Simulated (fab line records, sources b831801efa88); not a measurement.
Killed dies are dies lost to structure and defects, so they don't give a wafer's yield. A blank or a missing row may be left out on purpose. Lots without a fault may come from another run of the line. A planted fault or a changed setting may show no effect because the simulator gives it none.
fab line records | flow gf180mcu
record lots=7 wafers=21 last_day=33
route steps=602 shown V4@481
lots that met no fault: from a run of the same line without faults
start_h: hours from the record's first day to the start of the lot's first wafer shown | wait_h: hours since the lot's step before | " the same as in the row above | L1.1+2: a row that stands for several wafers | - no value, or no start given | * or withheld: withheld | < > ~ a bound
route shown NAME@n: a module of which the file shows steps, and the number in the route of the first | usual: mean/standard deviation of fault-free wafers | same: alike in all rows | chamber/n: place in a boat | sites: the reading at each site | _std_site: their standard deviation | _edge_site: outer sites' mean less inner sites' | radius_mm: how far each site lies from the wafer's centre | mask NAME#n: copy n | behind: the tool/chamber that last shaped the wafer | hold: why the lot was held/for how many hours/how that ended | device: the transistor (n, p or np) that didn't switch | end of line: the same wafers' tests at the end of the route | a step without rows: its recipe alone | killed: dies lost to structure and defects at the first sort, not the wafer's yield | map: a wafer's dies, x killed, . not, _ none there
set.NAME: the setting as run; set.NAME@STEP: as run at that earlier step | model.NAME: the simulator's own value behind a step, which no gauge read
lots at some steps of the route; a table a step, a row a wafer
services: from which hour (start_h, from the record's first day; less than 0 if before it) a tool's chamber was out of use, for how many hours, and why
## steps
# step GF_V4_BOW_MEAS_05
# recipe mode=bow
# usual V4_BOW=132/8.7
# columns lot.wafer tool chamber start_h wait_h V4_BOW[um]
L928.3 film_metro-01 - 557.58 0.1 145
L928.4 " - " " 146
L928.6 " - " " 141
L936.1 film_metro-01 - 623.25 0.2 148
L936.4 " - " " 139
L936.6 " - " " 151
L937.1 film_metro-02 - 630.22 0.1 136
L937.2 " - " " 135
L937.3 " - " " 128
L938.1 film_metro-02 - 636.24 0.1 148
L938.3 " - " " 145
L938.6 " - " " 140
L939.2 film_metro-02 - 645.30 0.2 144
L939.4 " - " " 136
L939.5 " - " " 135
L945.1 film_metro-02 - 685.51 0.2 128
L945.2 " - " " 144
L945.6 " - " " 134
L946.2 film_metro-01 - 689.45 0.2 135
L946.3 " - " " 141
L946.6 " - " " 136
# step GF_V4_DEHYDRATE_06
# recipe temp_c=200 time_s=60
# step GF_V4_HMDS_07
# recipe prime_time_s=60 prime_temp_c=120
# step GF_V4_COAT_08
# recipe resist=BARC temp_c=withheld time_s=withheld spin_rpm=withheld resist_thk_nm=withheld
# step GF_V4_COAT_09
# recipe resist=KrF spin_rpm=withheld resist_thk_nm=1000
# step GF_V4_SOFTBAKE_10
# recipe temp_c=130 time_s=60 resist=KrF
# step GF_V4_EXPOSE_11
# recipe mask_id=Via4 target_cd_nm=260 na=0.68 source_shape=conventional sigma_outer=0.6 dose_mj=38
# step GF_V4_PEB_12
# recipe peb_temp_c=135 peb_time_s=90 resist=KrF
# step GF_V4_DEVELOP_13
# recipe develop_time_s=60 resist=KrF dev_temp_c=21
# step GF_V4_CD_MEAS_14
# recipe target_cd_nm=260
# usual cd_nm=260.0/1.1
# columns lot.wafer tool chamber start_h wait_h cd_nm
L928.3 cd_sem-02 - 579.39 0.1 259.0
L928.4 " - " " 258.7
L928.6 " - " " 259.2
L936.1 cd_sem-01 - 642.99 0.1 259.4
L936.4 " - " " 259.6
L936.6 " - " " 259.7
L937.1 cd_sem-02 - 649.79 0.1 260.8
L937.2 " - " " 260.8
L937.3 " - " " 258.7
L938.1 cd_sem-01 - 655.74 0.1 261.1
L938.3 " - " " 261.7
L938.6 " - " " 260.7
L939.2 cd_sem-01 - 665.40 0.1 261.1
L939.4 " - " " 261.8
L939.5 " - " " 260.9
L945.1 cd_sem-02 - 703.88 0.1 258.9
L945.2 " - " " 258.3
L945.6 " - " " 258.6
L946.2 cd_sem-01 - 707.65 0.1 260.5
L946.3 " - " " 260.2
L946.6 " - " " 259.9
# step GF_V4_OVL_MEAS_15
# usual V4_OVL=1/4.5
# columns lot.wafer tool chamber start_h wait_h V4_OVL[nm]
L928.3 overlay-01 - 579.48 0.1 7
L928.4 " - " " 3
L928.6 " - " " 1
L936.1 overlay-02 - 643.11 0.1 -3
L936.4 " - " " -8
L936.6 " - " " -6
L937.1 overlay-01 - 649.91 0.1 -3
L937.2 " - " " -1
L937.3 " - " " 0
L938.1 overlay-02 - 655.86 0.1 4
L938.3 " - " " 3
L938.6 " - " " -3
L939.2 overlay-02 - 665.51 0.1 -2
L939.4 " - " " 2
L939.5 " - " " -6
L945.1 overlay-02 - 704.00 0.1 -1
L945.2 " - " " 7
L945.6 " - " " 7
L946.2 overlay-01 - 707.76 0.1 4
L946.3 " - " " -6
L946.6 " - " " 10
# step GF_V4_ETCH_16
# recipe chemistry=N2/H2 target_depth_a=withheld overetch_a=withheld time_s=withheld target=BARC ion_energy_ev=200 source_w=500 bias_w=100 pressure_mtorr=30 n2_flow_sccm=100 h2_flow_sccm=200
# usual bias_w=100.0/0.31 chamber_pressure_mTorr=29.999/0.027 drypump_motor_current_A=5.6/0.36 oes_product_au=0.855/0.0041 throttle_valve_pct=13.226/0.0096
# columns lot.wafer tool chamber start_h wait_h bias_w chamber_pressure_mTorr drypump_motor_current_A oes_product_au throttle_valve_pct
L928.3 rie_diel-02 3 579.51 0.0 99.9 30.059 5.3 0.862 13.228
L928.4 " 0 " " 99.8 29.968 5.6 0.858 13.222
L928.6 " 1 " " 100.1 30.049 4.7 0.853 13.224
L936.1 rie_diel-04 3 643.14 0.0 100.1 29.999 6.2 0.861 13.226
L936.4 " 2 " " 99.9 30.081 5.2 0.858 13.224
L936.6 " 3 " " 99.1 30.019 6.1 0.855 13.229
L937.1 rie_diel-02 3 649.94 0.0 100.1 30.002 5.3 0.858 13.230
L937.2 " 0 " " 99.5 29.977 5.6 0.864 13.244
L937.3 " 1 " " 100.0 29.963 4.7 0.855 13.222
L938.1 rie_diel-01 0 655.89 0.0 100.1 29.985 5.5 0.861 13.230
L938.3 " 1 " " 100.8 29.967 5.9 0.847 13.233
L938.6 " 3 " " 100.0 30.023 5.8 0.856 13.215
L939.2 rie_diel-04 1 665.54 0.0 99.8 29.993 5.8 0.859 13.218
L939.4 " 0 " " 100.0 29.995 5.5 0.856 13.210
L939.5 " 3 " " 99.8 30.012 6.1 0.860 13.226
L945.1 rie_diel-04 2 704.04 0.0 99.9 29.977 5.2 0.857 13.218
L945.2 " 3 " " 99.5 29.994 6.1 0.853 13.224
L945.6 " 3 " " 100.0 29.982 6.1 0.857 13.218
L946.2 rie_diel-02 0 707.79 0.0 100.0 30.032 5.6 0.855 13.218
L946.3 " 3 " " 100.1 29.963 5.3 0.852 13.211
L946.6 " 0 " " 100.0 29.993 5.6 0.857 13.208
# step GF_V4_ETCH_17
# recipe chemistry=C4F8/O2/Ar mask_material=KrF target=SiO2 stop_on=TiN source_w=1500 bias_w=1200 pressure_mtorr=40 c4f8_flow_sccm=withheld O2_flow_sccm=6 Ar_flow_sccm=300 time_s=withheld target_depth_a=6300
# usual bias_w=1200/3.6 chamber_pressure_mTorr=40.01/0.036 oes_product_au=0.855/0.0047
# columns lot.wafer tool chamber start_h wait_h bias_w chamber_pressure_mTorr oes_product_au
L928.3 rie_diel-02 3 579 - 1195 40.03 0.854
L928.4 " 0 " " 1199 39.96 0.858
L928.6 " 1 " " 1195 40.03 0.852
L936.1 rie_diel-04 3 643 - 1204 39.94 0.861
L936.4 " 2 " " 1204 39.99 0.862
L936.6 " 3 " " 1203 40.03 0.862
L937.1 rie_diel-02 3 649 - - - -
L937.2 " 0 " " - - -
L937.3 " 1 " " - - -
L938.1 rie_diel-01 0 655 - - - -
L938.3 " 1 " " - - -
L938.6 " 3 " " - - -
L939.2 rie_diel-04 1 665 - - - -
L939.4 " 0 " " - - -
L939.5 " 3 " " - - -
L945.1 rie_diel-04 2 704 - 1203 40.01 0.862
L945.2 " 3 " " 1205 39.99 0.854
L945.6 " 3 " " 1204 40.03 0.856
L946.2 rie_diel-02 0 707 - 1199 40.00 0.851
L946.3 " 3 " " 1206 39.97 0.856
L946.6 " 0 " " 1202 39.97 0.854
# step GF_V4_STRIP_18
# recipe chemistry=O2/N2 power_w=1400 pressure_mtorr=1500 platen_temp_c=250 o2_flow_sccm=3000 n2_flow_sccm=300 overash_fraction=0.5
# usual chamber_pressure_mTorr=1500.2/1.4 drypump_motor_current_A=5.8/0.47 heater_power_w=318/54 oes_product_au=0.593/0.0049 platen_temp_c=249.95/0.17
# columns lot.wafer tool chamber start_h wait_h chamber_pressure_mTorr drypump_motor_current_A heater_power_w oes_product_au platen_temp_c rf_hours_counter_h
L928.3 plasma_asher-02 0 579.67 - 1499.6 5.3 394 0.594 250.10 -
L928.4 " 1 " " 1500.7 5.9 268 0.598 249.76 -
L928.6 " 1 " " 1498.3 5.9 264 0.593 249.57 -
L936.1 plasma_asher-02 0 643.27 - 1502.9 5.3 389 0.590 249.92 20
L936.4 " 1 " " 1498.8 6.0 270 0.593 249.78 -
L936.6 " 0 " " 1504.8 5.4 377 0.597 249.97 -
L937.1 plasma_asher-03 1 650.07 - 1501.1 6.5 362 0.675 250.02 106
L937.2 " 0 " " 1500.1 6.3 247 0.670 249.71 106
L937.3 " 0 " " 1501.9 6.3 249 0.674 249.77 -
L938.1 plasma_asher-02 0 656.02 - 1501.1 5.3 396 0.661 250.18 21
L938.3 " 0 " " 1500.7 5.4 383 0.668 249.80 -
L938.6 " 0 " " 1501.1 5.3 388 0.672 249.97 -
L939.2 plasma_asher-01 0 665.67 - 1499.9 5.5 283 0.674 249.98 55
L939.4 " 1 " " 1501.3 5.0 349 0.678 249.70 -
L939.5 " 1 " " 1500.8 5.0 346 0.665 250.02 -
L945.1 plasma_asher-01 1 704.17 - 1498.0 5.1 343 0.592 250.13 59
L945.2 " 0 " " 1498.9 5.5 276 0.597 250.03 59
L945.6 " 0 " " 1500.0 5.5 281 0.591 249.96 -
L946.2 plasma_asher-02 1 707.92 - 1501.8 6.0 260 0.584 249.63 27
L946.3 " 1 " " 1501.2 5.9 266 0.594 249.89 -
L946.6 " 0 " " 1497.7 5.4 385 0.590 249.84 -
# step GF_V4_STRIP_19
# recipe chemistry=post_etch_residue_remover time_s=1200 temp_c=72.5
## services
# columns tool chamber start_h hours kind
rie_diel-02 2 565.02 - clean
rie_diel-02 2 565.02 16.8 scheduled_down
rie_diel-02 2 565.02 16.8 vent_cycle
rie_diel-02 3 566.31 2.5 repair
rie_diel-04 3 568.47 13.8 repair
rie_diel-04 1 573.56 9.2 repair
rie_diel-01 - 577.20 14.6 pm
plasma_asher-02 - 580.96 28.1 pm
rie_diel-04 3 582.93 - clean
rie_diel-04 3 582.93 27.4 scheduled_down
rie_diel-02 3 616.61 3.6 repair
rie_diel-04 1 628.52 20.8 repair
rie_diel-02 3 630.17 5.3 repair
rie_diel-04 2 630.63 3.7 repair
plasma_asher-01 - 638.33 5.4 repair
plasma_asher-03 - 645.74 0.7 repair
rie_diel-02 0 662.18 2.2 repair
plasma_asher-02 - 666.65 0.3 repair
rie_diel-01 2 672.78 29.8 repair
plasma_asher-03 - 676.26 4.2 repair
rie_diel-04 1 676.63 9.2 repair
rie_diel-04 3 687.05 4.7 repair
rie_diel-04 - 688.92 6.2 repair
plasma_asher-03 - 704.25 30.8 repair
## key
first_sign step=GF_V4_ETCH_17 reading=tool_record direction=missing
effect step=GF_V4_STRIP_18 reading=oes_product_au direction=up sigmas=16 usual=0.593 struck=0.671
met_at GF_V4_ETCH_17
struck_wafers L937.1,L937.2,L937.3,L938.1,L938.3,L938.6,L939.2,L939.4,L939.5
later_rows_left_out L937.1,L937.2,L937.3,L938.1,L938.3,L938.6,L939.2,L939.4,L939.5
sort_left_out L937.1,L937.2,L937.3,L938.1,L938.3,L938.6,L939.2,L939.4,L939.5
onset_between 643 649
fault kind=skipped_step_whole tool=rie_diel-01,rie_diel-02,rie_diel-04 chamber=- onset_h=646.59 steps=GF_V4_ETCH_17 scope=struck_lots_only
# sort_left_out: the simulated sort isn't trusted on such a fault, so these wafers' sort isn't shown, and their yield isn't known
# later_rows_left_out: the simulator's readings of these wafers behind a module that went badly wrong aren't trusted and aren't shown, but for the sort
